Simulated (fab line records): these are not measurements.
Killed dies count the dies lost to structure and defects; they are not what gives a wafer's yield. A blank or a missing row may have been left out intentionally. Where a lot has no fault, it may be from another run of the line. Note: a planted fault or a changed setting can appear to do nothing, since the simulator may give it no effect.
Matching of chambers | flow sky130 | SKY_CONTACT_CMP_27 on cmp-02: 4 sister chambers
The step polishes, stops on SiO2, t overpolish 15 s, target thk 0 nm. 4 wafers are shown with their chamber, then 11 later ones without.

EACH WAFER AND ITS CHAMBER
wafer  | chamber | motorCurrentA (A)
L085.1 | 3       | 11.9
L086.1 | 0       | 10.5
L086.3 | 2       | 13.3
L087.2 | 1       | 12.4

WAFERS MISSING THEIR CHAMBER
wafer  | motorCurrentA (A)
L087.4 | 12.6
L087.5 | 12.7
L091.2 | 12.4
L091.5 | 12.4
L091.6 | 12.9
L092.4 | 13.0
L092.5 | 12.1
L092.6 | 12.2
L093.1 | 12.8
L093.4 | 10.6
L093.5 | 11.0

WHICH CHAMBER EACH WENT THROUGH
wafer  | from the rows above          | in truth
L087.4 | can't be placed: 1 or 3 or 2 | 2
L087.5 | can't be placed: 1 or 2 or 3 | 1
L091.2 | can't be placed: 1 or 3      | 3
L091.5 | can't be placed: 1 or 3      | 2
L091.6 | can't be placed: 2 or 1      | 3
L092.4 | can't be placed: 2 or 1      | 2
L092.5 | can't be placed: 3 or 1      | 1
L092.6 | can't be placed: 1 or 3      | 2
L093.1 | can't be placed: 1 or 2 or 3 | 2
L093.4 | 0                            | 0
L093.5 | can't be placed: 0 or 3      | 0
Placed correctly: 1 of 11. From these rows, 10 cannot be placed; in 7 the true chamber is one of the candidates. Wrongly placed: 0.
How it was worked out, from the rows above alone: a wafer's distance from a chamber is the root of the sum, over the readings, of the square of ((its reading less the chamber's mean) divided by the reading's scatter). If the next closest chamber is less than 2 further off than the closest, the wafer can't be placed; otherwise it belongs to the closest. Each chamber's mean is taken over the wafers shown for it. The scatter: with one shown wafer a chamber, the root of the mean of the squares of how far each hidden wafer lies from its nearest shown one.
